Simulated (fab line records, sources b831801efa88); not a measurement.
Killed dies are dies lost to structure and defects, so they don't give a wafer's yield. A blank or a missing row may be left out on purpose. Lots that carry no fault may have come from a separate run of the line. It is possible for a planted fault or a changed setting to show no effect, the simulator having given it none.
Which tool did it? :: flow sky130 :: Sampling: 11 lots, 31 wafers, 3 of 708 route steps

## WHAT EACH GAUGE READ, for each wafer
SKY_LI_CONTACT_THK_MEAS_01.
lot: L614
measured: day 29 16:50
on: film-metro-02
LI_CONTACT_HDPCVD_THK (nm): 939 922 936

lot: L616
measured: day 30 10:05
on: film-metro-01
LI_CONTACT_HDPCVD_THK (nm): 924 936 939

lot: L615
measured: day 30 13:30
on: film-metro-03
LI_CONTACT_HDPCVD_THK (nm): 929 934 934

lot: L619
measured: day 32 00:38
on: film-metro-02
LI_CONTACT_HDPCVD_THK (nm): 950 1646

lot: L623
measured: day 32 08:41
on: film-metro-03
LI_CONTACT_HDPCVD_THK (nm): 1655 929

lot: L626
measured: day 33 05:07
on: film-metro-02
LI_CONTACT_HDPCVD_THK (nm): 934 929 943

lot: L628
measured: day 33 18:15
on: film-metro-01
LI_CONTACT_HDPCVD_THK (nm): 920 916 938

lot: L630
measured: day 34 16:25
on: film-metro-02
LI_CONTACT_HDPCVD_THK (nm): 926 930 941

lot: L631
measured: day 34 21:48
on: film-metro-03
LI_CONTACT_HDPCVD_THK (nm): 928 927 929

lot: L632
measured: day 35 07:33
on: film-metro-01
LI_CONTACT_HDPCVD_THK (nm): 934 928 937

lot: L633
measured: day 35 09:34
on: film-metro-01
LI_CONTACT_HDPCVD_THK (nm): 944 936 927

## EACH LOT AND THE TOOL THAT RAN IT (in order: tool; ch and the chambers of the sampled wafers; start)
lot: L614
SKY_SPACER_ETCHBACK_02: rie-diel-02 ch 0,2,3, day 24 20:29
SKY_LI_CONTACT_HDPCVD_00: hdpcvd-02 ch 0,1,2, day 29 16:43

lot: L616
SKY_SPACER_ETCHBACK_02: rie-diel-04 ch 0,2, day 25 14:34
SKY_LI_CONTACT_HDPCVD_00: hdpcvd-01 ch 0,2, day 30 09:58

lot: L615
SKY_SPACER_ETCHBACK_02: rie-diel-02 ch 0,1,2, day 25 15:46
SKY_LI_CONTACT_HDPCVD_00: hdpcvd-02 ch 0,1,2, day 30 13:24

lot: L619
SKY_SPACER_ETCHBACK_02: rie-diel-02 ch 0,1, day 27 05:20
SKY_LI_CONTACT_HDPCVD_00: hdpcvd-02 ch 0,2, day 32 00:33

lot: L623
SKY_SPACER_ETCHBACK_02: rie-diel-03 ch 0,2, day 27 16:15
SKY_LI_CONTACT_HDPCVD_00: hdpcvd-02 ch 0,1, day 32 08:34

lot: L626
SKY_SPACER_ETCHBACK_02: rie-diel-03 ch 2,3, day 28 13:23
SKY_LI_CONTACT_HDPCVD_00: hdpcvd-01 ch 0,1,2, day 33 05:01

lot: L628
SKY_SPACER_ETCHBACK_02: rie-diel-03 ch 0,2,3, day 29 02:48
SKY_LI_CONTACT_HDPCVD_00: hdpcvd-01 ch 0,1,2, day 33 18:08

lot: L630
SKY_SPACER_ETCHBACK_02: rie-diel-03 ch 0,1,2, day 30 02:27
SKY_LI_CONTACT_HDPCVD_00: hdpcvd-02 ch 1,2, day 34 16:18

lot: L631
SKY_SPACER_ETCHBACK_02: rie-diel-04 ch 0,1,3, day 30 09:44
SKY_LI_CONTACT_HDPCVD_00: hdpcvd-02 ch 0,1, day 34 21:42

lot: L632
SKY_SPACER_ETCHBACK_02: rie-diel-04 ch 0,1,2, day 30 17:58
SKY_LI_CONTACT_HDPCVD_00: hdpcvd-02 ch 0,1,2, day 35 07:26

lot: L633
SKY_SPACER_ETCHBACK_02: rie-diel-02 ch 1,2, day 30 19:12
SKY_LI_CONTACT_HDPCVD_00: hdpcvd-01 ch 0,1, day 35 09:24
- SKY_SPACER_ETCHBACK_02: etches Si3N4 in CH3F/O2, stops on SiO2, time 46.7 s, target depth 45 nm.
- SKY_LI_CONTACT_HDPCVD_00: deposits PSG, target thk 930 nm, time 155 s.

## WHAT THE TOOLS THEMSELVES READ (means of the sampled wafers that have a number; where no wafer has one, the mark that the record gives instead)
SKY_SPACER_ETCHBACK_02.
lot: L614
tool: rie-diel-02
drypump-motor-current-A (A): 6.2
oes-product-au (a.u.): 0.855
rf-fwd-power-W (W): 396.1
throttle-valve-pct (%): 10.562

lot: L616
tool: rie-diel-04
drypump-motor-current-A (A): 5.5
oes-product-au (a.u.): 0.852
rf-fwd-power-W (W): 395.8
throttle-valve-pct (%): 10.557

lot: L615
tool: rie-diel-02
drypump-motor-current-A (A): 6.1
oes-product-au (a.u.): 0.858
rf-fwd-power-W (W): 396.1
throttle-valve-pct (%): 10.568

lot: L619
tool: rie-diel-02
drypump-motor-current-A (A): 6.2
oes-product-au (a.u.): 0.857
rf-fwd-power-W (W): 396.3
throttle-valve-pct (%): 10.564

lot: L623
tool: rie-diel-03
drypump-motor-current-A (A): 5.4
oes-product-au (a.u.): 0.857
rf-fwd-power-W (W): 399.1
throttle-valve-pct (%): 10.555

lot: L626
tool: rie-diel-03
drypump-motor-current-A (A): 5.8
oes-product-au (a.u.): 0.851
rf-fwd-power-W (W): 395.9
throttle-valve-pct (%): 10.572

lot: L628
tool: rie-diel-03
drypump-motor-current-A (A): 5.6
oes-product-au (a.u.): 0.854
rf-fwd-power-W (W): 395.3
throttle-valve-pct (%): 10.562

lot: L630
tool: rie-diel-03
drypump-motor-current-A (A): 5.6
oes-product-au (a.u.): 0.853
rf-fwd-power-W (W): 396.7
throttle-valve-pct (%): 10.556

lot: L631
tool: rie-diel-04
drypump-motor-current-A (A): 5.6
oes-product-au (a.u.): 0.848
rf-fwd-power-W (W): 396.8
throttle-valve-pct (%): 10.558

lot: L632
tool: rie-diel-04
drypump-motor-current-A (A): 5.4
oes-product-au (a.u.): 0.856
rf-fwd-power-W (W): 396.4
throttle-valve-pct (%): 10.569

lot: L633
tool: rie-diel-02
drypump-motor-current-A (A): 6.0
oes-product-au (a.u.): 0.850
rf-fwd-power-W (W): 396.8
throttle-valve-pct (%): 10.558

SKY_LI_CONTACT_HDPCVD_00.
lot: L614
tool: hdpcvd-02
sih4-flow-sccm (sccm): 60.01

lot: L616
tool: hdpcvd-01
sih4-flow-sccm (sccm): 60.19

lot: L615
tool: hdpcvd-02
sih4-flow-sccm (sccm): 60.10

lot: L619
tool: hdpcvd-02
sih4-flow-sccm (sccm): 59.77

lot: L623
tool: hdpcvd-02
sih4-flow-sccm (sccm): 59.87

lot: L626
tool: hdpcvd-01
sih4-flow-sccm (sccm): 60.17

lot: L628
tool: hdpcvd-01
sih4-flow-sccm (sccm): 60.00

lot: L630
tool: hdpcvd-02
sih4-flow-sccm (sccm): 59.97

lot: L631
tool: hdpcvd-02
sih4-flow-sccm (sccm): 59.97

lot: L632
tool: hdpcvd-02
sih4-flow-sccm (sccm): 59.95

lot: L633
tool: hdpcvd-01
sih4-flow-sccm (sccm): 59.88

## THE ANSWER, worked out from the rows above alone
Rule: the usual values come from the lots themselves. Put in order of their means at a reading, lots are off if they are a third of the lots or fewer, leave a main group of 4 or more, and stand apart from it by a gap of 3 or more times the standard deviation of the main group's means; of several such gaps the widest counts. Not used: any main group whose means are identical at the precision the tables above print for the reading. Also off: a lot with no number at a reading for which 4 or more lots have one. Any other lot the step has rows for is counted as sound. After the gauges, taken in route order, come the tools' own readings; for these a lot's mean is taken, as printed above. At the first step where some lot is off, the reading lying furthest off is the one used; lots without a number count as furthest.
Off: L619, L623, seen at SKY_LI_CONTACT_THK_MEAS_01 (LI_CONTACT_HDPCVD_THK). For the main group the mean is 932 nm and the standard deviation 3.3.
If a tool, at a process step before that reading, ran all the lots that are off and no sound lot after the first of them, it fits. The gauges at SKY_LI_CONTACT_THK_MEAS_01 are tried like those tools. Not one of the candidates tried fits.

## WHAT THE SIMULATOR PUT IN
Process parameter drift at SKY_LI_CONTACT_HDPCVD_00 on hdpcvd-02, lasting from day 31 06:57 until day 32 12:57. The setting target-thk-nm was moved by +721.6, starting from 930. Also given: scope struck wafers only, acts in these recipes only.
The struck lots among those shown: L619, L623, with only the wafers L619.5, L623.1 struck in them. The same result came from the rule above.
